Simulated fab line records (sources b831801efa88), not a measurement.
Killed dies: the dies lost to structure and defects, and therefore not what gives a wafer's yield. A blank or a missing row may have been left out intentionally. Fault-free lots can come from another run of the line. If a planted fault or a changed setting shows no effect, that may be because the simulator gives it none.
Chamber matching / flow gf180mcu / cmp-01 running GF_CONTACT_CMP_04: 4 sister chambers
The step polishes SiO2. 16 wafers are shown with their chamber, then 8 later ones without.

== WAFERS PAIRED WITH THEIR CHAMBERS ==
wafer=L467.1; chamber=3; timeToEndpointS (s)=114; motorCurrentA (A)=11.5; platenRpm (rpm)=59.97
wafer=L467.2; chamber=0; timeToEndpointS (s)=114; motorCurrentA (A)=11.3; platenRpm (rpm)=59.95
wafer=L467.4; chamber=2; timeToEndpointS (s)=109; motorCurrentA (A)=11.0; platenRpm (rpm)=60.01
wafer=L468.3; chamber=2; timeToEndpointS (s)=108; motorCurrentA (A)=11.5; platenRpm (rpm)=60.04
wafer=L468.5; chamber=3; timeToEndpointS (s)=113; motorCurrentA (A)=11.8; platenRpm (rpm)=59.99
wafer=L468.6; chamber=2; timeToEndpointS (s)=103; motorCurrentA (A)=10.8; platenRpm (rpm)=60.07
wafer=L471.1; chamber=1; timeToEndpointS (s)=96; motorCurrentA (A)=11.2; platenRpm (rpm)=60.03
wafer=L471.3; chamber=0; timeToEndpointS (s)=107; motorCurrentA (A)=11.7; platenRpm (rpm)=59.97
wafer=L471.4; chamber=3; timeToEndpointS (s)=118; motorCurrentA (A)=11.8; platenRpm (rpm)=60.01
wafer=L472.3; chamber=0; timeToEndpointS (s)=111; motorCurrentA (A)=12.0; platenRpm (rpm)=60.02
wafer=L472.4; chamber=2; timeToEndpointS (s)=106; motorCurrentA (A)=11.2; platenRpm (rpm)=59.98
wafer=L472.5; chamber=0; timeToEndpointS (s)=114; motorCurrentA (A)=11.6; platenRpm (rpm)=60.01
wafer=L473.1; chamber=0; timeToEndpointS (s)=115; motorCurrentA (A)=12.0; platenRpm (rpm)=60.04
wafer=L473.2; chamber=1; timeToEndpointS (s)=109; motorCurrentA (A)=11.5; platenRpm (rpm)=60.03
wafer=L473.6; chamber=3; timeToEndpointS (s)=117; motorCurrentA (A)=11.9; platenRpm (rpm)=59.94
wafer=L474.1; chamber=0; timeToEndpointS (s)=119; motorCurrentA (A)=11.5; platenRpm (rpm)=59.93

SIGNATURES (averages over the wafers above)
reading=timeToEndpointS; chamber 0=113.33; chamber 1=102.50; chamber 2=106.50; chamber 3=115.50; scatter within a chamber=4.12
reading=motorCurrentA; chamber 0=11.683; chamber 1=11.350; chamber 2=11.125; chamber 3=11.750; scatter within a chamber=0.257
reading=platenRpm; chamber 0=59.9867; chamber 1=60.0300; chamber 2=60.0250; chamber 3=59.9775; scatter within a chamber=0.0371
Rule: a wafer lies at a distance from a chamber equal to the root of the sum of squares, over the readings, of (its reading less the chamber's mean, divided by the reading's scatter). The wafer belongs to the nearest chamber; if the next one is less than 2 further off, it can't be placed. The scatter: take each reading less its chamber's mean, square it, sum over the shown wafers, divide by the number of wafers less the number of chambers, and take the root.

== WAFERS WHOSE CHAMBER IS MISSING ==
wafer=L474.2; timeToEndpointS (s)=108; motorCurrentA (A)=11.4; platenRpm (rpm)=60.00
wafer=L474.3; timeToEndpointS (s)=99; motorCurrentA (A)=11.1; platenRpm (rpm)=59.93
wafer=L475.3; timeToEndpointS (s)=107; motorCurrentA (A)=11.4; platenRpm (rpm)=59.99
wafer=L475.4; timeToEndpointS (s)=110; motorCurrentA (A)=11.7; platenRpm (rpm)=59.98
wafer=L475.6; timeToEndpointS (s)=102; motorCurrentA (A)=12.0; platenRpm (rpm)=60.05
wafer=L483.1; timeToEndpointS (s)=95; motorCurrentA (A)=12.0; platenRpm (rpm)=60.04
wafer=L483.2; timeToEndpointS (s)=101; motorCurrentA (A)=12.0; platenRpm (rpm)=60.06
wafer=L483.6; timeToEndpointS (s)=104; motorCurrentA (A)=11.1; platenRpm (rpm)=59.96

== EACH ONE'S CHAMBER ==
wafer=L474.2; from the rows above=can't be placed: 2 or 1 or 0 or 3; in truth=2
wafer=L474.3; from the rows above=can't be placed: 1 or 2 or 0 or 3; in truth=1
wafer=L475.3; from the rows above=can't be placed: 2 or 1 or 0 or 3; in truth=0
wafer=L475.4; from the rows above=can't be placed: 0 or 3 or 1 or 2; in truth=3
wafer=L475.6; from the rows above=can't be placed: 1 or 0 or 2 or 3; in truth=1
wafer=L483.1; from the rows above=can't be placed: 1 or 2 or 0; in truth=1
wafer=L483.2; from the rows above=can't be placed: 1 or 2 or 0 or 3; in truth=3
wafer=L483.6; from the rows above=can't be placed: 2 or 1 or 0 or 3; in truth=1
0 of 8 placed correctly. Cannot be placed on the basis of these rows: 8; the candidates contain the true chamber in 8. 0 placed wrongly.
